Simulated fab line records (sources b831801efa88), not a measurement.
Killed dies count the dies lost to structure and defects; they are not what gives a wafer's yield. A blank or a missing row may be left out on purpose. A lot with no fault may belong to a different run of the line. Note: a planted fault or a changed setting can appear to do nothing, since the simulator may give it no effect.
What tool caused it? | flow gf180mcu | 33 wafers from 11 lots sampled at 2 of the route's 602 steps

WHAT EACH GAUGE READ, for each wafer
GF_V1_THK_MEAS_03.
lot  | measured     | on            | V1_CVD_02_THK (nm)
L104 | day 17 06:13 | film-metro-01 | 837 857 860
L105 | day 17 16:46 | film-metro-03 | 856 835 849
L106 | day 17 21:41 | film-metro-02 | 846 843 862
L111 | day 19 18:52 | film-metro-01 | 841 853 847
L114 | day 20 23:53 | film-metro-03 | 837 845 857
L115 | day 21 09:11 | film-metro-01 | 834 846 840
L119 | day 22 23:57 | film-metro-02 | 827 836 850
L120 | day 23 02:47 | film-metro-01 | 857 852 866
L123 | day 24 01:17 | film-metro-02 | 840 864 852
L124 | day 24 05:01 | film-metro-03 | 840 852 853
L127 | day 25 07:34 | film-metro-02 | 862 838 861

TOOL THAT RAN EACH LOT (tool first, then ch and the chambers of the sampled wafers, then the start)
lot  | GF_NWELL_EXPOSE_04
L104 | iline-stepper-01 ch 0, day 3 02:29
L105 | iline-stepper-02 ch 0, day 3 06:39
L106 | iline-stepper-01 ch 0, day 3 10:24
L111 | iline-stepper-01 ch 0, day 4 12:48
L114 | iline-stepper-01 ch 0, day 5 06:58
L115 | iline-stepper-01 ch 0, day 5 13:08
L119 | iline-stepper-02 ch 0, day 6 11:07
L120 | iline-stepper-02 ch 0, day 6 14:59
L123 | iline-stepper-02 ch 0, day 7 08:46
L124 | iline-stepper-02 ch 0, day 7 11:52
L127 | iline-stepper-02 ch 0, day 8 07:02
- GF_NWELL_EXPOSE_04: exposes mask Nwell, target cd 860 nm.

THE ANSWER, worked out from the rows above alone
Rule: the lots themselves supply what counts as usual. Put in order of their means at a reading, lots are off if they are a third of the lots or fewer, leave a main group of 4 or more, and stand apart from it by a gap of 3 or more times the standard deviation of the main group's means; of several such gaps the widest counts. Not used: any main group whose means are identical at the precision the tables above print for the reading. Also off: a lot with no number at a reading for which 4 or more lots have one. Where the step has rows for the other lots, those lots are counted as sound.
Across all readings shown, no lot is off: no conclusion can be drawn from this.

WHAT THE SIMULATOR HAD PUT IN
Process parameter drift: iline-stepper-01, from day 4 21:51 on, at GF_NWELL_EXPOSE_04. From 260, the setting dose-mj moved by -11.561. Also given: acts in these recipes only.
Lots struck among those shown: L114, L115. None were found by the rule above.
